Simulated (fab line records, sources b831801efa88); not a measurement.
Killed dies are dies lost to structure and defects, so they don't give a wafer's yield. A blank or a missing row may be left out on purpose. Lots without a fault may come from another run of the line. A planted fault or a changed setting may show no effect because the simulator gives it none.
fab line records | flow gf180mcu
record lots=6 wafers=18 last_day=34
route steps=602 shown NSD@240 PSD@248
lots that met no fault: from a run of the same line without faults
start_h: hours from the record's first day to the start of the lot's first wafer shown | wait_h: hours since the lot's step before | " the same as in the row above | L1.1+2: a row that stands for several wafers | - no value, or no start given | * or withheld: withheld | < > ~ a bound
route shown NAME@n: a module of which the file shows steps, and the number in the route of the first | usual: mean/standard deviation of fault-free wafers | same: alike in all rows | chamber/n: place in a boat | sites: the reading at each site | _std_site: their standard deviation | _edge_site: outer sites' mean less inner sites' | radius_mm: how far each site lies from the wafer's centre | mask NAME#n: copy n | behind: the tool/chamber that last shaped the wafer | hold: why the lot was held/for how many hours/how that ended | device: the transistor (n, p or np) that didn't switch | end of line: the same wafers' tests at the end of the route | a step without rows: its recipe alone | killed: dies lost to structure and defects at the first sort, not the wafer's yield | map: a wafer's dies, x killed, . not, _ none there
set.NAME: the setting as run; set.NAME@STEP: as run at that earlier step | model.NAME: the simulator's own value behind a step, which no gauge read
lots at some steps of the route; a table a step, a row a wafer
services: from which hour (start_h, from the record's first day; less than 0 if before it) a tool's chamber was out of use, for how many hours, and why
## steps
# step GF_NSD_PEB_05
# recipe temp_c=withheld time_s=* resist=NOVOLAK
# step GF_NSD_DEVELOP_06
# recipe develop_time_s=60 dev_temp_c=23
# step GF_NSD_CD_MEAS_07
# recipe target_cd_nm=400
# usual cd_nm=400/3.2
# columns lot.wafer tool chamber start_h wait_h cd_nm
L265.4 cd_sem-01 - 308.15 0.1 400
L265.5 " - " " 398
L265.6 " - " " 399
L276.1 cd_sem-02 - 404.34 0.1 407
L276.4 " - " " 404
L276.6 " - " " 406
L277.2 cd_sem-01 - 409.10 0.1 403
L277.3 " - " " 404
L277.5 " - " " 403
L278.1 cd_sem-01 - 422.92 0.1 403
L278.2 " - " " 403
L278.3 " - " " 401
L279.2 cd_sem-01 - 425.36 0.1 400
L279.3 " - " " 400
L279.4 " - " " 401
L286.1 cd_sem-01 - 489.89 0.1 401
L286.3 " - " " 397
L286.6 " - " " 402
# step GF_NSD_OVL_MEAS_08
# usual NSD_OVL=-1.0/1.3
# columns lot.wafer tool chamber start_h wait_h NSD_OVL[nm]
L265.4 overlay-01 - 308.23 0.1 -2.1
L265.5 " - " " -2.6
L265.6 " - " " -0.9
L276.1 overlay-02 - 404.46 0.1 -1.1
L276.4 " - " " -2.8
L276.6 " - " " -2.2
L277.2 overlay-01 - 409.20 0.1 -1.8
L277.3 " - " " -1.6
L277.5 " - " " -2.8
L278.1 overlay-01 - 423.04 0.1 -0.2
L278.2 " - " " 1.2
L278.3 " - " " 0.1
L279.2 overlay-01 - 425.47 0.1 -0.8
L279.3 " - " " 0.3
L279.4 " - " " 1.2
L286.1 overlay-02 - 490.01 0.1 -3.0
L286.3 " - " " -1.4
L286.6 " - " " -3.2
# step GF_NSD_IMPLANT_09
# recipe species=As energy_kev=60 dose_cm2=4e+15 tilt_deg=7
# step GF_NSD_IMPLANT_10
# recipe species=P energy_kev=40 dose_cm2=5e+14 tilt_deg=7
# step GF_NSD_STRIP_11
# recipe chemistry=O2/N2 power_w=1400 pressure_mtorr=1500 platen_temp_c=250 o2_flow_sccm=3000 n2_flow_sccm=300 overash_fraction=0.5
# usual drypump_motor_current_A=5.37/0.25 heater_power_w=303/24 oes_product_au=0.487/0.0042 strip_time_to_endpoint_s=22.97/0.044
# same overash_fraction=0.5
# columns lot.wafer tool chamber start_h wait_h drypump_motor_current_A heater_power_w oes_product_au rf_hours_counter_h strip_time_to_endpoint_s
L265.4 plasma_asher-03 1 308.58 0.1 5.52 302 0.488 - 22.90
L265.5 " 0 " " 5.53 288 0.490 - 22.87
L265.6 " 1 " " 5.52 315 0.491 - 22.90
L276.1 plasma_asher-02 1 404.80 0.1 5.32 309 0.482 30 22.90
L276.4 " 1 " " 5.34 308 0.491 - 22.90
L276.6 " 0 " " 5.68 260 0.481 - 22.90
L277.2 plasma_asher-04 1 409.53 0.1 5.14 322 0.483 71 22.96
L277.3 " 0 " " 4.94 335 0.492 - 23.02
L277.5 " 1 " " 5.12 312 0.488 - 23.03
L278.1 plasma_asher-03 0 423.37 0.1 5.55 290 0.487 67 22.95
L278.2 " 1 " " 5.54 305 0.490 67 22.99
L278.3 " 0 " " 5.56 294 0.485 - 23.03
L279.2 plasma_asher-03 0 426.52 0.1 5.55 301 0.485 67 23.01
L279.3 " 0 " " 5.54 289 0.478 - 22.96
L279.4 " 1 " " 5.52 298 0.484 - 22.98
L286.1 plasma_asher-04 1 490.34 0.1 5.11 299 0.482 5 23.00
L286.3 " 0 " " 4.95 357 0.491 - 23.05
L286.6 " 0 " " 4.92 365 0.486 - 22.99
# step GF_NSD_TW_MEAS_12
# usual NSD_TW=4270/49
# columns lot.wafer tool chamber start_h wait_h NSD_TW
L265.4 film_metro-04 - 308.68 0.1 4373
L265.5 " - " " 4346
L265.6 " - " " 4349
L276.1 film_metro-01 - 404.90 0.1 4241
L276.4 " - " " 4276
L276.6 " - " " 4250
L277.2 film_metro-01 - 409.64 0.1 4203
L277.3 " - " " 4198
L277.5 " - " " 4184
L278.1 film_metro-04 - 423.47 0.1 4317
L278.2 " - " " 4311
L278.3 " - " " 4305
L279.2 film_metro-04 - 426.63 0.1 4317
L279.3 " - " " 4335
L279.4 " - " " 4318
L286.1 film_metro-01 - 490.44 0.1 4254
L286.3 " - " " 4272
L286.6 " - " " 4267
# step GF_PSD_DEHYDRATE_00
# recipe temp_c=200 time_s=60
# step GF_PSD_HMDS_01
# recipe prime_time_s=60 prime_temp_c=120
# step GF_PSD_COAT_02
# recipe resist=NOVOLAK spin_rpm=3000 resist_thk_nm=1000
# step GF_PSD_SOFTBAKE_03
# recipe temp_c=90 time_s=60 resist=NOVOLAK
# step GF_PSD_EXPOSE_04
# recipe mask_id=Pplus target_cd_nm=400 na=0.6 source_shape=conventional sigma_outer=0.6 dose_mj=140
# usual exposure_dose_mJ_cm2=141.15/0.13 focus_offset_nm=-0.1/0.59
# columns lot.wafer tool chamber start_h wait_h mask exposure_dose_mJ_cm2 focus_offset_nm
L265.4 iline_stepper-01 0 319.07 - Pplus#0 141.11 -0.9
L265.5 " 0 " " Pplus#0 141.14 -1.4
L265.6 " 0 " " Pplus#0 141.21 -0.1
L276.1 iline_stepper-02 0 416.15 - Pplus#0 141.36 0.2
L276.4 " 0 " " Pplus#0 141.39 -0.5
L276.6 " 0 " " Pplus#0 141.18 0.6
L277.2 iline_stepper-01 - 420.88 - Pplus#0 - -
L277.3 " - " " Pplus#0 - -
L277.5 " - " " Pplus#0 - -
L278.1 iline_stepper-02 - 435.85 - Pplus#0 - -
L278.2 " - " " Pplus#0 - -
L278.3 " - " " Pplus#0 - -
L279.2 iline_stepper-02 0 438.71 - Pplus#0 140.94 -0.2
L279.3 " 0 " " Pplus#0 141.18 -0.3
L279.4 " 0 " " Pplus#0 141.00 -0.2
L286.1 iline_stepper-02 0 503.13 - Pplus#0 141.25 -0.2
L286.3 " 0 " " Pplus#0 141.16 -0.4
L286.6 " 0 " " Pplus#0 141.02 -0.3
# step GF_PSD_PEB_05
# recipe temp_c=withheld time_s=* resist=NOVOLAK
## services
# columns tool chamber start_h hours kind
plasma_asher-04 - 296.25 2.4 repair
plasma_asher-04 - 310.82 0.5 repair
plasma_asher-02 - 312.01 14.6 pm
plasma_asher-02 - 326.61 2.8 pm
iline_stepper-01 0 330.29 - calibration
iline_stepper-01 - 333.68 1.7 pm
plasma_asher-03 - 350.75 0.9 repair
plasma_asher-03 - 356.29 1.5 repair
plasma_asher-03 - 361.43 0.4 repair
plasma_asher-04 - 366.67 10.9 repair
iline_stepper-02 0 404.62 - calibration
plasma_asher-04 - 412.30 5.2 repair
plasma_asher-04 - 421.30 9.0 pm
plasma_asher-04 0 421.30 9.0 vent_cycle
plasma_asher-04 1 421.30 9.0 vent_cycle
plasma_asher-04 0 430.30 - clean
plasma_asher-04 1 430.30 - clean
iline_stepper-01 - 444.50 2.8 repair
plasma_asher-03 - 450.81 1.3 repair
iline_stepper-02 - 452.39 1.7 pm
plasma_asher-04 - 478.50 9.1 repair
## key
first_sign step=GF_PSD_EXPOSE_04 reading=tool_record direction=missing
effect none on later readings
met_at GF_PSD_EXPOSE_04
struck_wafers L277.2,L277.3,L277.5,L278.1,L278.2,L278.3
sort_left_out L277.2,L277.3,L277.5,L278.1,L278.2,L278.3
tester_left_out L277,L278
onset_between 416.15 420.88
fault kind=skipped_step_whole tool=iline_stepper-01,iline_stepper-02 chamber=- onset_h=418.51 steps=GF_PSD_EXPOSE_04 scope=struck_lots_only
# tester_left_out: of these lots the tester's yield and bins aren't shown, on N5 and GAA mostly nor the transistor test; their killed dies are dies lost to structure and defects alone, not to doping, threshold or leakage, so they don't give the yield
# sort_left_out: the simulated sort isn't trusted on such a fault, so these wafers' sort isn't shown, and their yield isn't known
